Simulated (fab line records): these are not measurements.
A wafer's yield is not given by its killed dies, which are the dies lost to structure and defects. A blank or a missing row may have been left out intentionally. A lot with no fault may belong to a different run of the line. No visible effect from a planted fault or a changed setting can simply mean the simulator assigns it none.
Which tool was responsible?    flow sky130    72 wafers from 24 lots sampled at 6 of the route's 708 steps

WHAT THE GAUGES READ, wafer by wafer
SKY_PWDE_OVL_MEAS_07. Usual: PWDE_OVL typically reads 1.4 nm, with standard deviation 1.4.
lot   measured     on          PWDE_OVL (nm)   flag
L074  day 3 23:50  overlay-01  0.4 -0.4 0.9    
L075  day 4 05:41  overlay-01  2.5 2.1 1.6     
L076  day 4 10:14  overlay-01  2.3 2.6 2.4     
L077  day 4 16:18  overlay-01  1.1 -1.3 -0.3   
L078  day 4 23:58  overlay-01  1.1 -0.2 2.9    
L079  day 5 03:28  overlay-02  1.1 0.7 2.7     
L080  day 5 08:50  overlay-02  0.6 0.3 1.7     
L081  day 5 12:46  overlay-01  -0.6 -0.5 1.2   
L082  day 5 20:55  overlay-01  3.0 3.2 1.4     
L083  day 6 01:32  overlay-01  1.2 2.7 2.3     
L084  day 6 06:50  overlay-01  -0.3 1.6 1.4    
L085  day 6 14:13  overlay-02  1.6 0.4 1.9     
L086  day 6 19:11  overlay-02  -1.7 -1.6 -2.8  
L087  day 6 21:59  overlay-02  0.8 0.6 3.9     
L088  day 7 07:44  overlay-01  0.8 1.6 0.4     
L089  day 7 12:17  overlay-02  0.9 -0.4 2.0    
L090  day 7 19:00  overlay-02  0.1 2.9 3.8     
L091  day 8 01:02  overlay-02  3.0 0.9 2.7     
L092  day 8 05:19  overlay-01  1.5 0.6 1.4     
L093  day 8 06:59  overlay-01  2.0 0.9 1.0     
L094  day 8 15:31  overlay-01  2.0 1.7 0.7     
L095  day 8 19:50  overlay-01  2.9 3.0 3.2     
L096  day 9 01:37  overlay-01  0.5 2.9 -0.2    
L097  day 9 05:50  overlay-01  1.7 1.2 1.4     

SKY_CONTACT_OVL_MEAS_15. Usual: CONTACT_OVL typically reads 1 nm, with standard deviation 5.2.
lot   measured      on          CONTACT_OVL (nm)  flag
L074  day 32 09:50  overlay-02  5 13 9            
L075  day 33 11:26  overlay-02  -4 5 5            
L076  day 33 08:14  overlay-02  7 -2 1            
L077  day 33 09:54  overlay-01  5 -3 -4           
L078  day 34 03:41  overlay-02  -3 5 -5           
L079  day 34 07:25  overlay-02  3 -3 -1           
L080  day 34 15:21  overlay-01  11 7 1            
L081  day 34 14:21  overlay-01  4 3 -1            
L082  day 35 08:28  overlay-02  -6 -12 2          
L083  day 35 12:31  overlay-01  9 4 6             
L084  day 35 16:24  overlay-02  -5 3 2            
L085  day 36 01:23  overlay-02  -4 -7 -8          
L086  day 36 18:15  overlay-02  1 -4 -2           
L087  day 36 15:32  overlay-01  3 1 11            
L088  day 36 21:13  overlay-02  4 6 4             
L089  day 37 11:12  overlay-01  10 17 10          
L090  day 37 12:58  overlay-02  0 1 1             
L091  day 37 14:51  overlay-02  -5 10 1           
L092  day 37 23:38  overlay-01  2 6 3             
L093  day 38 00:36  overlay-02  5 -4 2            
L094  day 38 17:10  overlay-02  -1 1 4            
L095  day 38 22:27  overlay-02  -4 5 -5           
L096  day 39 02:05  overlay-02  -9 -12 -7         
L097  day 39 15:02  overlay-01  0 0 -2            

SKY_METAL4_OVL_MEAS_14. Usual: METAL4_OVL typically reads 1 nm, with standard deviation 5.5.
lot   measured      on          METAL4_OVL (nm)  flag
L074  day 42 18:14  overlay-02  5 4 0            
L075  day 43 16:39  overlay-01  0 -2 3           
L076  day 43 11:27  overlay-02  -1 -2 -6         
L077  day 43 14:51  overlay-02  -3 13 -2         
L078  day 44 06:54  overlay-02  5 7 -2           
L079  day 44 07:37  overlay-02  2 5 7            
L080  day 44 16:46  overlay-02  7 7 0            
L081  day 44 15:05  overlay-02  0 3 8            
L082  day 45 06:47  overlay-02  -3 -9 0          
L083  day 45 07:26  overlay-02  -6 2 -1          
L084  day 45 10:18  overlay-02  -3 -2 0          
L085  day 45 19:36  overlay-01  -4 4 4           
L086  day 46 09:27  overlay-02  -8 -3 0          
L087  day 46 07:19  overlay-01  4 -1 6           
L088  day 46 13:04  overlay-01  5 21 6           
L089  day 46 23:08  overlay-01  -4 -6 3          
L090  day 47 00:55  overlay-02  -6 0 -5          
L091  day 47 02:59  overlay-02  5 1 -6           
L092  day 47 06:33  overlay-02  -4 2 -5          
L093  day 47 09:07  overlay-01  -4 3 -6          
L094  day 48 00:31  overlay-01  6 -8 3           
L095  day 48 02:29  overlay-01  1 -1 -2          
L096  day 48 05:26  overlay-01  -2 6 6           
L097  day 48 15:51  overlay-02  -1 0 2           

SKY_VIA4_THK_MEAS_01. Usual: VIA4_HDPCVD_THK typically reads 1740 nm, with standard deviation 18.
lot   measured      on             VIA4_HDPCVD_THK (nm)  flag
L074  day 42 19:29  film_metro-01  1697 1724 1757        
L075  day 43 17:57  film_metro-04  1726 1760 1725        
L076  day 43 12:46  film_metro-01  1756 1738 1755        
L077  day 43 16:04  film_metro-03  1727 1732 1724        
L078  day 44 08:04  film_metro-03  1743 1747 1734        
L079  day 44 08:48  film_metro-01  1723 1717 1747        
L080  day 44 17:56  film_metro-01  1718 1737 1730        
L081  day 44 16:13  film_metro-03  1746 1742 1740        
L082  day 45 07:55  film_metro-03  1737 1728 1744        
L083  day 45 08:34  film_metro-04  1737 1742 1738        
L084  day 45 11:29  film_metro-01  1739 1705 1745        
L085  day 45 20:46  film_metro-03  1759 1727 1744        
L086  day 46 10:39  film_metro-03  1742 1731 1736        
L087  day 46 08:34  film_metro-03  1754 1745 1742        
L088  day 46 14:24  film_metro-03  1774 1784 1780        
L089  day 47 00:19  film_metro-01  1744 1746 1755        
L090  day 47 02:06  film_metro-04  1740 1744 1758        
L091  day 47 04:10  film_metro-01  1733 1725 1706        
L092  day 47 07:47  film_metro-03  1747 1749 1763        
L093  day 47 10:19  film_metro-03  1742 1723 1718        
L094  day 48 01:41  film_metro-01  1753 1749 1742        
L095  day 48 03:37  film_metro-03  1756 1764 1758        
L096  day 48 06:35  film_metro-04  1740 1754 1757        
L097  day 48 16:59  film_metro-01  1740 1733 1776        

TOOL THAT RAN EACH LOT (tool first, then ch and the chambers of the sampled wafers, then the start)
lot   SKY_VT_ADJUST_NCORE_STRIP_10          SKY_LI_CONTACT_STRIP_16
L074  plasma_asher-02 ch 0,1, day 8 22:50   plasma_asher-03 ch 0,1, day 29 23:17
L075  plasma_asher-01 ch 0,1, day 9 09:04   plasma_asher-03 ch 0,1, day 31 01:00
L076  plasma_asher-01 ch 0,1, day 9 13:58   plasma_asher-02 ch 0,1, day 30 20:58
L077  plasma_asher-02 ch 0,1, day 9 20:34   plasma_asher-03 ch 0,1, day 30 23:22
L078  plasma_asher-01 ch 0,1, day 10 06:46  plasma_asher-01 ch 0,1, day 31 18:07
L079  plasma_asher-02 ch 0,1, day 10 09:54  plasma_asher-02 ch 0,1, day 31 21:29
L080  plasma_asher-02 ch 0,1, day 10 17:08  plasma_asher-01 ch 0,1, day 32 05:06
L081  plasma_asher-02 ch 0,1, day 10 23:11  plasma_asher-02 ch 0,1, day 32 04:06
L082  plasma_asher-03 ch 0,1, day 11 09:01  plasma_asher-03 ch 0,1, day 32 22:43
L083  plasma_asher-02 ch 0, day 11 16:38    plasma_asher-01 ch 0,1, day 33 01:49
L084  plasma_asher-03 ch 0,1, day 11 21:02  plasma_asher-02 ch 0,1, day 33 07:16
L085  plasma_asher-01 ch 0,1, day 12 05:40  plasma_asher-03 ch 0,1, day 33 16:19
L086  plasma_asher-01 ch 0,1, day 12 20:43  plasma_asher-01 ch 0,1, day 34 09:47
L087  plasma_asher-03 ch 0,1, day 12 21:16  plasma_asher-01 ch 0,1, day 34 06:45
L088  plasma_asher-02 ch 0,1, day 12 23:31  plasma_asher-01 ch 0,1, day 34 12:35
L089  plasma_asher-01 ch 0,1, day 13 18:10  plasma_asher-01 ch 0,1, day 35 02:54
L090  plasma_asher-03 ch 0,1, day 13 20:54  plasma_asher-03 ch 0,1, day 35 05:11
L091  plasma_asher-01 ch 0,1, day 13 23:47  plasma_asher-03 ch 0,1, day 35 06:23
L092  plasma_asher-03 ch 0,1, day 14 02:11  plasma_asher-03 ch 0,1, day 35 14:31
L093  plasma_asher-03 ch 0,1, day 14 02:47  plasma_asher-03 ch 0,1, day 35 16:17
L094  plasma_asher-03 ch 0,1, day 15 02:26  plasma_asher-02 ch 0,1, day 36 09:07
L095  plasma_asher-01 ch 0,1, day 15 03:32  plasma_asher-03 ch 0,1, day 36 16:02
L096  plasma_asher-03 ch 0,1, day 15 05:05  plasma_asher-03 ch 0, day 36 17:56
L097  plasma_asher-03 ch 0,1, day 15 21:29  plasma_asher-02 ch 0,1, day 37 08:20
- SKY_VT_ADJUST_NCORE_STRIP_10: strips in O2/N2.
- SKY_LI_CONTACT_STRIP_16: strips in O2/N2.

AS READ BY THE TOOLS THEMSELVES (means over the sampled wafers that have a number; for cases with no such wafer, the mark the record gives instead)
SKY_VT_ADJUST_NCORE_STRIP_10. Usual: drypump_motor_current_A 5.7 A, standard deviation 0.48; oes_product_au 0.716 a.u., standard deviation 0.0045; strip_time_to_endpoint_s 14.20 s, standard deviation 0.036.
lot   tool             drypump_motor_current_A (A)  oes_product_au (a.u.)  strip_time_to_endpoint_s (s)  flag
L074  plasma_asher-02  5.2                          0.714                  14.16                         
L075  plasma_asher-01  5.9                          0.712                  14.16                         
L076  plasma_asher-01  6.0                          0.715                  14.21                         
L077  plasma_asher-02  5.2                          0.719                  14.20                         
L078  plasma_asher-01  6.0                          0.716                  14.19                         
L079  plasma_asher-02  5.2                          0.717                  14.22                         
L080  plasma_asher-02  5.2                          0.714                  14.20                         
L081  plasma_asher-02  5.2                          0.716                  14.26                         
L082  plasma_asher-03  6.1                          0.718                  14.19                         
L083  plasma_asher-02  5.2                          0.718                  14.24                         
L084  plasma_asher-03  6.1                          0.714                  14.21                         
L085  plasma_asher-01  6.0                          0.716                  14.19                         
L086  plasma_asher-01  5.6                          0.717                  14.23                         
L087  plasma_asher-03  6.1                          0.714                  14.26                         
L088  plasma_asher-02  5.2                          0.715                  14.17                         
L089  plasma_asher-01  5.6                          0.713                  14.17                         
L090  plasma_asher-03  6.1                          0.721                  14.26                         
L091  plasma_asher-01  6.0                          0.720                  14.17                         
L092  plasma_asher-03  6.1                          0.713                  14.19                         
L093  plasma_asher-03  6.1                          0.717                  14.17                         
L094  plasma_asher-03  6.1                          0.718                  14.18                         
L095  plasma_asher-01  6.0                          0.717                  14.26                         
L096  plasma_asher-03  6.1                          0.715                  14.21                         
L097  plasma_asher-03  6.1                          0.712                  14.19                         

SKY_LI_CONTACT_STRIP_16. Usual: drypump_motor_current_A 5.8 A, standard deviation 0.46; oes_product_au 0.376 a.u., standard deviation 0.005; strip_time_to_endpoint_s 3.50 s, standard deviation 0.044.
lot   tool             drypump_motor_current_A (A)  oes_product_au (a.u.)  strip_time_to_endpoint_s (s)  flag
L074  plasma_asher-03  6.1                          0.378                  3.56                          
L075  plasma_asher-03  6.1                          0.379                  3.50                          
L076  plasma_asher-02  5.2                          0.378                  3.44                          
L077  plasma_asher-03  6.1                          0.376                  3.54                          
L078  plasma_asher-01  5.6                          0.376                  3.49                          
L079  plasma_asher-02  5.2                          0.374                  3.54                          
L080  plasma_asher-01  5.7                          0.375                  3.49                          
L081  plasma_asher-02  5.2                          0.372                  3.48                          
L082  plasma_asher-03  6.1                          0.378                  3.51                          
L083  plasma_asher-01  6.0                          0.375                  3.49                          
L084  plasma_asher-02  5.2                          0.376                  3.56                          
L085  plasma_asher-03  6.0                          0.376                  3.48                          
L086  plasma_asher-01  6.0                          0.377                  3.52                          
L087  plasma_asher-01  5.6                          0.379                  3.49                          
L088  plasma_asher-01  6.0                          0.380                  3.49                          
L089  plasma_asher-01  6.0                          0.376                  3.54                          
L090  plasma_asher-03  6.1                          0.376                  3.48                          
L091  plasma_asher-03  6.1                          0.373                  3.48                          
L092  plasma_asher-03  6.1                          0.374                  3.47                          
L093  plasma_asher-03  6.1                          0.375                  3.53                          
L094  plasma_asher-02  5.2                          0.377                  3.51                          
L095  plasma_asher-03  6.1                          0.372                  3.48                          
L096  plasma_asher-03  6.1                          0.370                  3.47                          
L097  plasma_asher-02  5.2                          0.379                  3.51                          

THE ANSWER, worked out from the rows above alone
Rule: take the mean of a lot's wafers that have a number; if it is more than 3 standard deviations from the usual mean, the lot is off. A lot without any number at a reading at which 4 lots or more have one is off too. All remaining lots with rows at the step are treated as sound. After the gauges, taken in route order, come the tools' own readings; for these a lot's mean is taken, as printed above. At the first step where some lot is off, the reading lying furthest off is the one used; lots without a number count as furthest.
Nothing can be told from this: no lot is off at any reading shown.

WHAT WAS PUT IN BY THE SIMULATOR
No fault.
